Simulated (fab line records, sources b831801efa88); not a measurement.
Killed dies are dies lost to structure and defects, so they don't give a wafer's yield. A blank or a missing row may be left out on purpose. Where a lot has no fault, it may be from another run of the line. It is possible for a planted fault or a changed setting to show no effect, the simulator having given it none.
fab line records	flow sky130
record lots=5	wafers=15	last-day=50
route steps=708 shown LDD_LDN@292 SPACER@304 POLY_CUT@307 SD_P@320 RES_XHIGH@332 SALICIDE@361 PAD_OPEN@708
lots that met no fault: taken from a fault-free run of the same line
start-h: hours from the record's first day to the start of the lot's first wafer shown	wait-h: hours elapsed since this lot's preceding step	" unchanged from the row above	L1.1+2: one row covering several wafers at once	- no value present, or no start provided	* or withheld: withheld	< > ~ a bound
route shown NAME@n: NAME is a module with steps in the file, n the number in the route of the first one	usual: mean/standard deviation taken from wafers without a fault	same: alike in all rows	chamber/n: place in a boat	sites: each site's reading	_std_site: how widely they spread, as a standard deviation	_edge_site: the outer-site mean with the inner-site mean subtracted	radius-mm: how far each site lies from the wafer's centre	mask NAME#n: copy n	behind: the last tool/chamber to shape the wafer	hold: what put the lot on hold/how long, in hours/how the hold closed	device: transistor that didn't switch, given as n, p or np	end of line: the same wafers' tests at the end of the route	a step with no rows: only its recipe	killed: count of dies lost to structure and defects at first sort (not the wafer's yield)	map: the dies of a wafer, with x for killed, . for not killed, _ for no die there
set.NAME: the setting that was run; set.NAME@STEP: the one run at that earlier step	model.NAME: the simulator's own value behind a step, which no gauge read
lots seen at some steps along the route; tables by step, rows by wafer
services: the hour from which a tool's chamber was out of use, counted from the record's first day as start-h (under 0 if before that day), plus the number of hours and why
## steps
# step SKY_LDD_LDN_SOFTBAKE_03
# recipe temp-c=90	time-s=60	resist=NOVOLAK
# step SKY_LDD_LDN_EXPOSE_04
# recipe mask-id=LDNTM	na=0.6	source-shape=conventional	sigma-outer=0.6	polarization=unpolarized	target-cd-nm=700	dose-mj=140
# step SKY_LDD_LDN_PEB_05
# recipe temp-c=withheld	time-s=*	resist=NOVOLAK
# step SKY_LDD_LDN_DEVELOP_06
# recipe resist=NOVOLAK	developer=TMAH	develop-time-s=60	dev-temp-c=23
# step SKY_LDD_LDN_OVL_MEAS_07
# usual LDD_LDN_OVL=0.3/1.3
lot.wafer	tool	chamber	start-h	wait-h	LDD_LDN_OVL[nm]
L115.1	overlay-01	-	596.91	0.1	0.4
L115.4	"	-	"	"	-1.3
L115.6	"	-	"	"	0.8
L116.1	overlay-02	-	607.46	0.1	-1.2
L116.3	"	-	"	"	-0.2
L116.4	"	-	"	"	-0.3
L119.3	overlay-01	-	631.83	0.1	-0.6
L119.4	"	-	"	"	0.3
L119.5	"	-	"	"	0.1
L128.1	overlay-02	-	698.13	0.1	1.0
L128.2	"	-	"	"	0.1
L128.4	"	-	"	"	1.5
L130.2	overlay-02	-	713.51	0.1	-0.1
L130.4	"	-	"	"	-0.4
L130.6	"	-	"	"	0.2
# step SKY_LDD_LDN_IMPLANT_08
# recipe species=As	energy-kev=15	dose-cm2=1.25e+13	tilt-deg=withheld	rotation-deg=23
# step SKY_LDD_LDN_IMPLANT_09
# recipe species=As	energy-kev=15	dose-cm2=1.262e+13	tilt-deg=withheld	rotation-deg=113
# step SKY_LDD_LDN_IMPLANT_10
# recipe species=As	energy-kev=15	dose-cm2=1.25e+13	tilt-deg=withheld	rotation-deg=203
# step SKY_LDD_LDN_IMPLANT_11
# recipe species=As	energy-kev=15	dose-cm2=1.25e+13	tilt-deg=withheld	rotation-deg=293
# step SKY_LDD_LDN_STRIP_12
# recipe chemistry=O2/N2	power-w=1400	pressure-mtorr=1500	platen-temp-c=withheld	o2-flow-sccm=3000	n2-flow-sccm=300	overash-fraction=0.5
# usual drypump-motor-current-A=5.4/0.44	oes-product-au=0.715/0.0042	strip-time-to-endpoint-s=14.15/0.049
lot.wafer	tool	chamber	start-h	wait-h	drypump-motor-current-A	oes-product-au	rf-hours-counter-h	strip-time-to-endpoint-s
L115.1	plasma-asher-02	0	597.54	0.1	5.6	0.718	48	14.17
L115.4	"	0	"	"	5.7	0.716	-	14.22
L115.6	"	1	"	"	5.3	0.718	-	14.14
L116.1	plasma-asher-03	1	608.09	0.1	5.9	0.713	77	14.10
L116.3	"	1	"	"	5.9	0.716	-	14.14
L116.4	"	0	"	"	4.9	0.716	-	14.15
L119.3	plasma-asher-03	1	632.49	0.1	5.9	0.719	-	14.15
L119.4	"	0	"	"	4.9	0.708	-	14.12
L119.5	"	1	"	"	5.9	0.717	-	14.13
L128.1	plasma-asher-04	0	698.77	0.1	6.0	0.709	99	14.16
L128.2	"	1	"	"	4.9	0.720	99	14.16
L128.4	"	0	"	"	6.0	0.717	-	14.20
L130.2	plasma-asher-04	0	714.14	0.1	6.0	0.721	101	14.11
L130.4	"	1	"	"	4.9	0.713	-	14.14
L130.6	"	1	"	"	4.9	0.716	-	14.14
# step SKY_LDD_LDN_TW_MEAS_13
# usual LDD_LDN_TW=1473/12
lot.wafer	tool	chamber	start-h	wait-h	LDD_LDN_TW
L115.1	film-metro-03	-	597.64	0.1	1467
L115.4	"	-	"	"	1474
L115.6	"	-	"	"	1474
L116.1	film-metro-03	-	608.19	0.1	1473
L116.3	"	-	"	"	1474
L116.4	"	-	"	"	1475
L119.3	film-metro-01	-	632.58	0.1	1489
L119.4	"	-	"	"	1489
L119.5	"	-	"	"	1488
L128.1	film-metro-04	-	698.87	0.1	1459
L128.2	"	-	"	"	1460
L128.4	"	-	"	"	1463
L130.2	film-metro-03	-	714.25	0.1	1478
L130.4	"	-	"	"	1475
L130.6	"	-	"	"	1469
# step SKY_LDD_LDN_CLEAN_14
# recipe chemistry=SC1/SC2	mix=1:4:20	temp-c=70	time-s=150	dry=n2-spin
# step SKY_SPACER_CVD_00
# recipe material=Si3N4	precursor=DCS/NH3	target-thk-nm=43.1	temp-c=770	time-s=740	pressure-mtorr=250
# usual pressure-mtorr=250.0/0.47	zone-power-bottom-pct=20.2/0.87
lot.wafer	tool	chamber	start-h	wait-h	pressure-mtorr	zone-power-bottom-pct	model.Si3N4_of_SPACER_CVD_00.thk-nm
L115.1	lpcvd-02	0	597.75	0.0	249.9	19.2	43.02
L115.4	"	0	"	"	250.1	19.6	42.84
L115.6	"	0	"	"	250.7	19.3	42.94
L116.1	lpcvd-02	0	608.31	0.0	249.5	19.4	42.55
L116.3	"	0	"	"	249.8	19.4	42.63
L116.4	"	0	"	"	249.6	19.1	42.9
L119.3	lpcvd-02	0	632.67	0.0	200.8	19.2	40.06
L119.4	"	0	"	"	200.3	19.6	40.11
L119.5	"	0	"	"	200.8	19.4	39.83
L128.1	lpcvd-02	1	700.88	1.9	249.8	21.0	43.68
L128.2	"	1	"	"	249.9	21.0	43.22
L128.4	"	1	"	"	250.0	21.1	43.24
L130.2	lpcvd-02	1	715.36	1.0	250.0	20.9	43.43
L130.4	"	1	"	"	251.1	21.0	43.06
L130.6	"	1	"	"	250.0	21.0	43.46
# step SKY_SPACER_THK_MEAS_01
# recipe reads=Si3N4_of_SPACER_CVD_00
# usual SPACER_CVD_00_THK=43.1/0.42
lot.wafer	tool	chamber	start-h	wait-h	SPACER_CVD_00_THK[nm]
L115.1	film-metro-02	-	598.96	0.0	43.0
L115.4	"	-	"	"	42.8
L115.6	"	-	"	"	42.9
L116.1	film-metro-03	-	609.51	0.0	42.6
L116.3	"	-	"	"	42.6
L116.4	"	-	"	"	42.9
L119.3	film-metro-04	-	633.90	0.0	40.1
L119.4	"	-	"	"	40.1
L119.5	"	-	"	"	39.9
L128.1	film-metro-04	-	702.08	0.0	43.6
L128.2	"	-	"	"	43.2
L128.4	"	-	"	"	43.2
L130.2	film-metro-02	-	716.57	0.0	43.4
L130.4	"	-	"	"	43.1
L130.6	"	-	"	"	43.5
# step SKY_SPACER_ETCHBACK_02
# recipe chemistry=CH3F/O2	target=Si3N4	stop-on=SiO2	source-w=400	bias-w=80	pressure-mtorr=25	ch3f-flow-sccm=40	O2_flow_sccm=30	time-s=46.7	target-depth-a=450
# usual bias-w=79.99/0.24	drypump-motor-current-A=5.7/0.57	oes-product-au=0.855/0.0062	throttle-valve-pct=10.563/0.0084
lot.wafer	tool	chamber	start-h	wait-h	bias-w	drypump-motor-current-A	oes-product-au	rf-hours-counter-h	throttle-valve-pct	model.etch.depth-nm
L115.1	rie-diel-01	0	599.02	0.1	80.17	6.6	0.860	5	10.573	43.02
L115.4	"	3	"	"	79.56	5.1	0.860	1	10.570	42.84
L115.6	"	2	"	"	80.02	5.5	0.859	-	10.566	42.94
L116.1	rie-diel-01	0	609.57	0.1	79.85	6.6	0.844	5	10.569	42.55
L116.3	"	3	"	"	80.13	5.2	0.850	1	10.555	42.63
L116.4	"	3	"	"	80.11	5.2	0.850	-	10.564	42.9
L119.3	rie-diel-03	3	633.94	0.0	80.44	4.7	0.819	8	10.552	40.06
L119.4	"	2	"	"	80.31	6.5	0.828	7	10.555	40.11
L119.5	"	3	"	"	80.35	4.8	0.816	-	10.542	39.83
L128.1	rie-diel-02	2	702.14	0.1	80.04	5.2	0.858	5	10.574	43.68
L128.2	"	0	"	"	79.95	5.8	0.860	4	10.559	43.22
L128.4	"	1	"	"	79.98	6.0	0.849	30	10.558	43.24
L130.2	rie-diel-03	2	716.62	0.0	80.06	6.5	0.862	9	10.567	43.43
L130.4	"	3	"	"	80.38	4.7	0.855	10	10.564	43.06
L130.6	"	2	"	"	79.75	6.6	0.866	-	10.575	43.46
# step SKY_POLY_CUT_DEHYDRATE_00
# recipe temp-c=200	time-s=60
# step SKY_POLY_CUT_HMDS_01
# recipe prime-time-s=60	prime-temp-c=120
# step SKY_POLY_CUT_COAT_02
# recipe resist=BARC	temp-c=withheld	time-s=withheld	spin-rpm=3000	resist-thk-nm=60
# step SKY_POLY_CUT_COAT_03
# recipe resist=KrF-thick	spin-rpm=3000	resist-thk-nm=450
# step SKY_POLY_CUT_SOFTBAKE_04
# recipe temp-c=100	time-s=90	resist=KrF-thick
# step SKY_POLY_CUT_EXPOSE_05
# recipe mask-id=NPCM	na=0.8	source-shape=annular	sigma-inner=0.55	sigma-outer=0.85	target-cd-nm=270	dose-mj=32
# step SKY_POLY_CUT_PEB_06
# recipe peb-temp-c=withheld	peb-time-s=withheld	resist=KrF-thick
# step SKY_POLY_CUT_DEVELOP_07
# recipe develop-time-s=60	resist=KrF-thick	dev-temp-c=21
# step SKY_POLY_CUT_CD_MEAS_08
# recipe target-cd-nm=270
# usual cd-nm=270.1/1.5
lot.wafer	tool	chamber	start-h	wait-h	cd-nm
L115.1	cd-sem-02	-	627.93	-	271.6
L115.4	"	-	"	"	273.2
L115.6	"	-	"	"	270.5
L116.1	cd-sem-01	-	638.35	-	268.3
L116.3	"	-	"	"	268.6
L116.4	"	-	"	"	268.0
L119.3	cd-sem-02	-	662.85	-	268.3
L119.4	"	-	"	"	269.7
L119.5	"	-	"	"	268.0
L128.1	cd-sem-01	-	730.00	-	270.4
L128.2	"	-	"	"	271.7
L128.4	"	-	"	"	269.9
L130.2	cd-sem-01	-	744.41	-	271.0
L130.4	"	-	"	"	272.0
L130.6	"	-	"	"	271.9
# step SKY_POLY_CUT_OVL_MEAS_09
# usual POLY_CUT_OVL=0/4.7
lot.wafer	tool	chamber	start-h	wait-h	POLY_CUT_OVL[nm]
L115.1	overlay-02	-	628.05	0.1	6
L115.4	"	-	"	"	9
L115.6	"	-	"	"	9
L116.1	overlay-01	-	638.47	0.1	-4
L116.3	"	-	"	"	-1
L116.4	"	-	"	"	1
L119.3	overlay-02	-	662.94	0.1	-7
L119.4	"	-	"	"	-2
L119.5	"	-	"	"	6
L128.1	overlay-01	-	730.12	0.1	-2
L128.2	"	-	"	"	-3
L128.4	"	-	"	"	0
L130.2	overlay-01	-	744.51	0.1	2
L130.4	"	-	"	"	0
L130.6	"	-	"	"	0
# step SKY_POLY_CUT_ETCH_10
# recipe chemistry=N2/H2	target=BARC	ion-energy-ev=200	source-w=500	bias-w=100	pressure-mtorr=30	n2-flow-sccm=100	h2-flow-sccm=200	stop-on=SiO2	time-s=45.9	target-depth-a=600
# usual bias-w=100.00/0.29	drypump-motor-current-A=5.8/0.61	oes-product-au=0.855/0.0044	throttle-valve-pct=13.225/0.0088
lot.wafer	tool	chamber	start-h	wait-h	bias-w	drypump-motor-current-A	oes-product-au	rf-hours-counter-h	throttle-valve-pct
L115.1	rie-diel-03	3	628.09	0.0	100.56	4.8	0.864	8	13.222
L115.4	"	0	"	"	99.82	5.8	0.853	16	13.218
L115.6	"	3	"	"	100.25	4.7	0.858	-	13.238
L116.1	rie-diel-04	1	638.51	0.0	100.15	5.9	0.856	12	13.231
L116.3	"	2	"	"	100.25	5.2	0.853	40	13.216
L116.4	"	0	"	"	99.73	5.5	0.854	1	13.230
L119.3	rie-diel-01	2	662.96	0.0	99.47	5.5	0.851	0	13.238
L119.4	"	0	"	"	100.12	6.5	0.849	6	13.213
L119.5	"	1	"	"	99.93	6.4	0.850	-	13.231
L128.1	rie-diel-04	0	730.16	0.0	99.70	5.5	0.852	3	13.224
L128.2	"	2	"	"	100.31	5.1	0.850	43	13.218
L128.4	"	3	"	"	100.14	6.6	0.852	15	13.223
L130.2	rie-diel-01	1	744.54	0.0	100.04	6.4	0.848	0	13.238
L130.4	"	3	"	"	100.42	5.2	0.858	4	13.223
L130.6	"	2	"	"	99.64	5.5	0.856	-	13.227
# step SKY_POLY_CUT_ETCH_11
# recipe target=Si3N4	chemistry=CF4/CH2F2/Ar	stop-on=poly-Si	source-w=585.1	bias-w=150	pressure-mtorr=40	cf4-flow-sccm=40	ch2f2-flow-sccm=20	Ar_flow_sccm=150	time-s=42.5	target-depth-a=600
# usual bias-w=149.9/0.42	ch2f2-flow-sccm=20.00/0.059	drypump-motor-current-A=5.8/0.61	oes-product-au=0.828/0.007	throttle-valve-pct=14.995/0.0098
lot.wafer	tool	chamber	start-h	wait-h	bias-w	ch2f2-flow-sccm	drypump-motor-current-A	oes-product-au	rf-hours-counter-h	throttle-valve-pct
L115.1	rie-diel-03	3	628.13	0.0	149.5	20.14	4.7	0.826	8	14.999
L115.4	"	0	"	"	150.1	20.02	5.8	0.833	16	14.992
L115.6	"	3	"	"	150.4	20.04	4.7	0.827	-	14.997
L116.1	rie-diel-04	1	638.55	0.0	149.9	19.94	5.9	0.827	12	14.994
L116.3	"	2	"	"	149.9	20.00	5.1	0.831	40	14.986
L116.4	"	0	"	"	149.6	19.97	5.5	0.832	1	14.997
L119.3	rie-diel-01	2	663.01	0.0	150.0	20.01	5.5	0.825	0	14.989
L119.4	"	0	"	"	149.5	20.06	6.6	0.814	6	14.989
L119.5	"	1	"	"	149.6	19.97	6.4	0.826	-	14.991
L128.1	rie-diel-04	0	730.20	0.0	149.8	20.06	5.5	0.826	3	14.995
L128.2	"	2	"	"	149.9	19.99	5.1	0.827	43	15.001
L128.4	"	3	"	"	149.5	20.09	6.6	0.823	15	14.989
L130.2	rie-diel-01	1	744.58	0.0	149.8	19.98	6.4	0.835	0	14.992
L130.4	"	3	"	"	150.4	20.00	5.2	0.837	4	14.997
L130.6	"	2	"	"	149.8	19.98	5.5	0.829	-	15.008
# step SKY_POLY_CUT_STRIP_12
# recipe chemistry=O2/N2	power-w=1400	pressure-mtorr=1500	platen-temp-c=withheld	o2-flow-sccm=3000	n2-flow-sccm=300	overash-fraction=0.5
# usual drypump-motor-current-A=5.8/0.51	oes-product-au=0.452/0.0044	strip-time-to-endpoint-s=5.355/0.017
lot.wafer	tool	chamber	start-h	wait-h	drypump-motor-current-A	oes-product-au	rf-hours-counter-h	strip-time-to-endpoint-s
L115.1	plasma-asher-01	0	628.17	0.0	6.5	0.454	20	5.360
L115.4	"	1	"	"	6.1	0.448	-	5.369
L115.6	"	0	"	"	6.5	0.451	-	5.373
L116.1	plasma-asher-02	0	638.59	0.0	5.7	0.451	53	5.373
L116.3	"	1	"	"	5.4	0.457	-	5.379
L116.4	"	0	"	"	5.6	0.463	-	5.374
L119.3	plasma-asher-01	1	663.08	0.1	6.1	0.453	-	5.308
L119.4	"	0	"	"	6.5	0.455	-	5.329
L119.5	"	1	"	"	6.1	0.452	-	5.328
L128.1	plasma-asher-01	0	730.24	0.0	6.5	0.443	30	5.363
L128.2	"	1	"	"	6.1	0.455	30	5.347
L128.4	"	0	"	"	6.5	0.457	-	5.344
L130.2	plasma-asher-02	1	744.62	0.0	5.3	0.450	64	5.339
L130.4	"	1	"	"	5.3	0.449	-	5.335
L130.6	"	1	"	"	5.3	0.453	-	5.351
# step SKY_SD_P_DEHYDRATE_00
# recipe temp-c=200	time-s=60
# step SKY_SD_P_HMDS_01
# recipe prime-time-s=60	prime-temp-c=120
# step SKY_SD_P_COAT_02
# recipe resist=NOVOLAK	spin-rpm=3000	resist-thk-nm=1140
# step SKY_SD_P_SOFTBAKE_03
# recipe temp-c=90	time-s=60	resist=NOVOLAK
# step SKY_SD_P_EXPOSE_04
# recipe mask-id=PSDM	na=0.6	source-shape=conventional	sigma-outer=0.6	polarization=unpolarized	target-cd-nm=380	dose-mj=138
# step SKY_SD_P_PEB_05
# recipe temp-c=withheld	time-s=*	resist=NOVOLAK
# step SKY_SD_P_DEVELOP_06
# recipe resist=NOVOLAK	developer=TMAH	develop-time-s=60	dev-temp-c=23
# step SKY_SD_P_CD_MEAS_07
# recipe target-cd-nm=380
# usual cd-nm=379/3.1
lot.wafer	tool	chamber	start-h	wait-h	cd-nm
L115.1	cd-sem-02	-	656.52	0.1	383
L115.4	"	-	"	"	382
L115.6	"	-	"	"	382
L116.1	cd-sem-02	-	666.11	0.1	379
L116.3	"	-	"	"	381
L116.4	"	-	"	"	379
L119.3	cd-sem-02	-	690.84	0.1	377
L119.4	"	-	"	"	380
L119.5	"	-	"	"	383
L128.1	cd-sem-01	-	758.01	0.1	374
L128.2	"	-	"	"	376
L128.4	"	-	"	"	377
L130.2	cd-sem-01	-	771.89	0.1	377
L130.4	"	-	"	"	378
L130.6	"	-	"	"	376
# step SKY_SD_P_OVL_MEAS_08
# usual SD_P_OVL=0.4/1.1
lot.wafer	tool	chamber	start-h	wait-h	SD_P_OVL[nm]
L115.1	overlay-02	-	656.64	0.1	0.4
L115.4	"	-	"	"	0.1
L115.6	"	-	"	"	0.1
L116.1	overlay-02	-	666.23	0.1	1.5
L116.3	"	-	"	"	0.7
L116.4	"	-	"	"	1.2
L119.3	overlay-02	-	690.93	0.1	1.2
L119.4	"	-	"	"	1.6
L119.5	"	-	"	"	1.8
L128.1	overlay-02	-	758.13	0.1	0.5
L128.2	"	-	"	"	-1.5
L128.4	"	-	"	"	0.8
L130.2	overlay-01	-	772.00	0.1	1.0
L130.4	"	-	"	"	1.3
L130.6	"	-	"	"	0.3
# step SKY_SD_P_IMPLANT_09
# recipe species=BF2	energy-kev=19.64	dose-cm2=3e+15	tilt-deg=0
# step SKY_SD_P_STRIP_10
# recipe chemistry=O2/N2	power-w=1400	pressure-mtorr=1500	platen-temp-c=withheld	o2-flow-sccm=3000	n2-flow-sccm=300	overash-fraction=0.5
# usual drypump-motor-current-A=5.6/0.61	oes-product-au=0.619/0.0048	strip-time-to-endpoint-s=17.42/0.048
lot.wafer	tool	chamber	start-h	wait-h	drypump-motor-current-A	oes-product-au	rf-hours-counter-h	strip-time-to-endpoint-s
L115.1	plasma-asher-04	0	656.83	0.1	6.0	0.622	95	17.37
L115.4	"	0	"	"	6.0	0.622	-	17.37
L115.6	"	0	"	"	6.0	0.621	-	17.36
L116.1	plasma-asher-04	1	666.41	0.1	4.9	0.623	96	17.39
L116.3	"	0	"	"	6.0	0.618	-	17.40
L116.4	"	1	"	"	4.9	0.610	-	17.39
L119.3	plasma-asher-03	0	691.14	0.1	4.9	0.615	-	17.42
L119.4	"	1	"	"	5.9	0.615	-	17.41
L119.5	"	1	"	"	5.9	0.614	-	17.39
L128.1	plasma-asher-01	0	758.31	0.1	6.5	0.610	33	17.47
L128.2	"	1	"	"	6.1	0.618	33	17.47
L128.4	"	0	"	"	6.5	0.616	-	17.44
L130.2	plasma-asher-04	1	772.18	0.1	4.9	0.608	3	17.35
L130.4	"	0	"	"	6.0	0.618	-	17.42
L130.6	"	0	"	"	6.0	0.624	-	17.39
# step SKY_SD_P_TW_MEAS_11
# usual SD_P_TW=2811/18
lot.wafer	tool	chamber	start-h	wait-h	SD_P_TW
L115.1	film-metro-01	-	656.93	0.1	2854
L115.4	"	-	"	"	2846
L115.6	"	-	"	"	2831
L116.1	film-metro-01	-	666.51	0.1	2849
L116.3	"	-	"	"	2839
L116.4	"	-	"	"	2863
L119.3	film-metro-03	-	691.23	0.1	2793
L119.4	"	-	"	"	2806
L119.5	"	-	"	"	2794
L128.1	film-metro-02	-	758.41	0.1	2794
L128.2	"	-	"	"	2785
L128.4	"	-	"	"	2803
L130.2	film-metro-03	-	772.29	0.1	2798
L130.4	"	-	"	"	2808
L130.6	"	-	"	"	2799
# step SKY_RES_XHIGH_DEHYDRATE_00
# recipe temp-c=200	time-s=60
# step SKY_RES_XHIGH_HMDS_01
# recipe prime-time-s=60	prime-temp-c=120
# step SKY_SALICIDE_CLEAN_00
# recipe chemistry=HF-last	time-s=30	dilution=100:1	dry=ipa-marangoni
lot.wafer	tool	chamber	start-h	wait-h	model.Si3N4_of_SPACER_CVD_00.thk-nm
L115.1	wet-bench-02	2	712.87	0.1	42.04
L115.4	"	2	"	"	41.86
L115.6	"	2	"	"	41.96
L116.1	wet-bench-02	0	723.77	0.1	41.56
L116.3	"	0	"	"	41.64
L116.4	"	0	"	"	41.92
L119.3	wet-bench-04	2	747.59	0.1	39.09
L119.4	"	2	"	"	39.14
L119.5	"	2	"	"	38.86
L128.1	wet-bench-01	2	812.61	0.1	42.71
L128.2	"	2	"	"	42.24
L128.4	"	2	"	"	42.26
L130.2	wet-bench-02	1	826.13	0.1	42.44
L130.4	"	1	"	"	42.07
L130.6	"	1	"	"	42.45
# step SKY_PAD_OPEN_PROBE_99
# usual killed_at_M0_to_M3=44/6.8	killed_at_M4_up=3.1/1.9	killed-at-contacts=25/5.9	killed-at-front-end=15/4.3	killed-at-other=0.2/0.51	killed-dies=87/11	killed-open=47/7.9	killed-short=39/6.4
# same gross-dies=492	killed-at-back-side=0
lot.wafer	tool	chamber	start-h	wait-h	killed_at_M0_to_M3	killed_at_M4_up	killed-at-contacts	killed-at-front-end	killed-at-other	killed-dies	killed-open	killed-short	model.etest.sonos-uncharged.r-on-ohm-um
L115.1	prober-01	-	1125.15	0.1	55	4	25	20	1	105	59	46	821.7
L115.4	prober-01	-	1125.30	0.2	39	3	16	22	0	80	40	40	810.2
L115.6	prober-01	-	1125.40	0.2	44	4	30	16	0	94	57	37	819.4
L116.1	prober-02	-	1128.35	0.1	47	2	34	15	0	98	61	37	834.3
L116.3	prober-02	-	1128.45	0.2	45	3	25	12	0	85	42	43	816.5
L116.4	prober-02	-	1128.50	0.2	25	4	27	9	0	65	39	26	820.9
L119.3	prober-01	-	1145.14	0.2	35	3	24	11	1	74	41	33	798.1
L119.4	prober-01	-	1145.19	0.2	35	4	26	11	0	76	41	35	808.4
L119.5	prober-01	-	1145.24	0.2	33	2	19	15	0	69	39	30	809.9
L128.1	prober-02	-	1187.77	0.1	49	6	17	24	0	96	49	47	829
L128.2	prober-02	-	1187.82	0.1	46	6	25	11	0	88	51	37	809.9
L128.4	prober-02	-	1187.92	0.2	48	1	38	19	0	106	67	39	799.7
L130.2	prober-02	-	1200.59	0.1	32	3	23	11	0	69	31	38	819
L130.4	prober-02	-	1200.69	0.2	44	5	26	13	0	88	45	43	812.1
L130.6	prober-02	-	1200.79	0.2	38	3	25	15	0	81	39	42	826.7
# killed by level:class
L115.1 VIA1:geometric-particle:open=13 CONTACT:geometric-particle:open=12 POLY_GATE:geometric-particle:open=8 VIA3:geometric-particle:open=7 METAL1:geometric-particle:short=7 LI_CONTACT:geometric-particle:short=5 POLY_GATE:geometric-particle:short=5 LI_CONTACT:geometric-particle:open=5
L115.4 VIA1:geometric-particle:open=12 POLY_GATE:geometric-particle:short=7 VIA1:geometric-particle:short=7 VIA3:geometric-particle:open=6 FIELD_ISO:geometric-particle:short=5 METAL1:geometric-particle:short=5 POLY_GATE:geometric-particle:open=5 CONTACT:geometric-particle:short=5
L115.6 CONTACT:geometric-particle:open=15 VIA1:geometric-particle:open=11 VIA2:geometric-particle:open=9 FIELD_ISO:geometric-particle:short=7 CONTACT:geometric-particle:short=7 LI_CONTACT:geometric-particle:open=5 VIA3:geometric-particle:open=5 METAL1:geometric-particle:short=5
L116.1 CONTACT:geometric-particle:open=14 LI_CONTACT:geometric-particle:open=12 VIA1:geometric-particle:open=11 VIA2:geometric-particle:open=8 METAL1:geometric-particle:short=6 CONTACT:geometric-particle:short=5 VIA3:geometric-particle:open=5 FIELD_ISO:geometric-particle:short=4
L116.3 VIA1:geometric-particle:open=10 METAL1:geometric-particle:short=9 LI_CONTACT:geometric-particle:open=8 VIA2:geometric-particle:open=7 CONTACT:geometric-particle:short=6 METAL2:geometric-particle:short=6 FIELD_ISO:geometric-particle:short=5 LOCAL_INTERCONNECT:geometric-particle:short=4
L116.4 LI_CONTACT:geometric-particle:open=12 VIA1:geometric-particle:open=6 METAL2:geometric-particle:short=5 CONTACT:geometric-particle:open=5 LI_CONTACT:geometric-particle:short=4 VIA2:geometric-particle:open=4 METAL4:geometric-particle:short=4 FIELD_ISO:geometric-particle:open=3
L119.3 CONTACT:geometric-particle:open=8 LI_CONTACT:geometric-particle:open=7 VIA1:geometric-particle:open=7 VIA2:geometric-particle:open=5 POLY_GATE:geometric-particle:open=4 CONTACT:geometric-particle:short=4 METAL1:geometric-particle:short=4 VIA3:geometric-particle:short=4
L119.4 VIA1:geometric-particle:short=13 CONTACT:geometric-particle:open=12 VIA1:geometric-particle:open=11 LI_CONTACT:geometric-particle:open=5 LOCAL_INTERCONNECT:geometric-particle:short=5 POLY_GATE:geometric-particle:open=3 METAL4:geometric-particle:short=3 FIELD_ISO:geometric-particle:open=2
L119.5 VIA2:geometric-particle:open=9 LI_CONTACT:geometric-particle:open=7 VIA1:geometric-particle:open=6 VIA3:geometric-particle:open=6 POLY_GATE:geometric-particle:short=5 CONTACT:geometric-particle:open=4 VIA2:geometric-particle:short=4 LI_CONTACT:geometric-particle:short=3
L128.1 METAL2:geometric-particle:short=13 VIA1:geometric-particle:open=11 FIELD_ISO:geometric-particle:short=9 CONTACT:geometric-particle:open=8 VIA2:geometric-particle:open=6 VIA3:geometric-particle:open=6 METAL4:geometric-particle:short=6 CONTACT:geometric-particle:short=4
L128.2 VIA1:geometric-particle:open=15 CONTACT:geometric-particle:open=13 METAL2:geometric-particle:short=8 LI_CONTACT:geometric-particle:open=6 VIA2:geometric-particle:open=6 METAL1:geometric-particle:short=5 POLY_GATE:geometric-particle:short=4 METAL4:geometric-particle:short=4
L128.4 CONTACT:geometric-particle:open=17 VIA1:geometric-particle:open=14 FIELD_ISO:geometric-particle:open=9 VIA1:geometric-particle:short=8 METAL2:geometric-particle:short=8 LI_CONTACT:geometric-particle:open=7 CONTACT:geometric-particle:short=6 VIA3:geometric-particle:open=5
L130.2 LI_CONTACT:geometric-particle:open=7 CONTACT:geometric-particle:open=6 VIA1:geometric-particle:open=6 VIA1:geometric-particle:short=5 LI_CONTACT:geometric-particle:short=4 VIA3:geometric-particle:open=4 METAL2:geometric-particle:short=4 VIA3:geometric-particle:short=4
L130.4 VIA1:geometric-particle:open=15 LI_CONTACT:geometric-particle:open=7 CONTACT:geometric-particle:short=6 VIA1:geometric-particle:short=5 VIA3:geometric-particle:open=5 METAL4:geometric-particle:short=5 LI_CONTACT:geometric-particle:short=4 CONTACT:geometric-particle:open=4
L130.6 VIA1:geometric-particle:open=9 POLY_GATE:geometric-particle:short=8 LI_CONTACT:geometric-particle:open=8 VIA3:geometric-particle:open=7 CONTACT:geometric-particle:open=6 METAL2:geometric-particle:short=5 VIA1:geometric-particle:short=5 FIELD_ISO:geometric-particle:open=4
## services
tool	chamber	start-h	hours	kind
rie-diel-03	3	584.27	3.7	repair
rie-diel-01	0	584.77	9.4	repair
wet-bench-04	-	596.36	3.8	repair
rie-diel-02	-	598.74	1.2	repair
rie-diel-02	-	606.09	0.3	repair
rie-diel-01	1	606.32	5.7	repair
plasma-asher-04	-	613.68	9.7	repair
plasma-asher-04	-	628.50	15.2	repair
wet-bench-04	-	628.55	38.4	pm
rie-diel-03	3	638.72	1.7	repair
rie-diel-01	2	647.40	5.3	repair
rie-diel-02	2	690.66	6.2	repair
rie-diel-03	2	690.84	7.1	repair
plasma-asher-01	-	716.31	1.6	repair
plasma-asher-04	-	733.75	9.0	pm
rie-diel-03	1	734.82	10.1	repair
rie-diel-03	3	765.11	2.9	repair
rie-diel-01	3	770.78	11.6	repair
plasma-asher-03	-	777.19	2.8	pm
rie-diel-04	0	779.49	10.2	repair
plasma-asher-01	-	783.80	28.1	pm
rie-diel-01	1	796.84	9.5	repair
rie-diel-03	-	824.77	0.7	repair
rie-diel-01	0	824.97	5.5	repair
## key
first-sign step=SKY_SPACER_CVD_00	reading=pressure-mtorr	direction=down	sigmas=99+	usual=250.0	struck=200.6
effect step=SKY_SPACER_THK_MEAS_01	reading=SPACER_CVD_00_THK	direction=down	sigmas=7.4	usual=43.1	struck=40.0
effect step=SKY_SPACER_ETCHBACK_02	reading=oes-product-au	direction=down	sigmas=5.5	usual=0.855	struck=0.821
model-effect step=SKY_SPACER_CVD_00	value=Si3N4_of_SPACER_CVD_00.thk-nm	without=42.79	struck=40
model-effect step=SKY_SPACER_ETCHBACK_02	value=etch.depth-nm	without=42.79	struck=40
model-effect step=SKY_SALICIDE_CLEAN_00	value=Si3N4_of_SPACER_CVD_00.thk-nm	without=41.82	struck=39.03
model-effect step=SKY_PAD_OPEN_PROBE_99	value=etest.sonos-uncharged.r-on-ohm-um	without=821.6	struck=805.5
met-at SKY_SPACER_CVD_00
struck-wafers L119.3,L119.4,L119.5
tester-left-out L119
onset-between 608.31 632.67
fault kind=process-parameter-drift	tool=lpcvd-02	chamber=0	onset-h=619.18	steps=SKY_SPACER_CVD_00	channel=pressure-mtorr	offset=-50	shape=step	end-h=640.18	acts-in=these-recipes-only	stated=250
# tester-left-out: of these lots the tester's yield and bins aren't shown, on N5 and GAA mostly nor the transistor test; their killed dies are dies lost to structure and defects alone, not to doping, threshold or leakage, so they don't give the yield
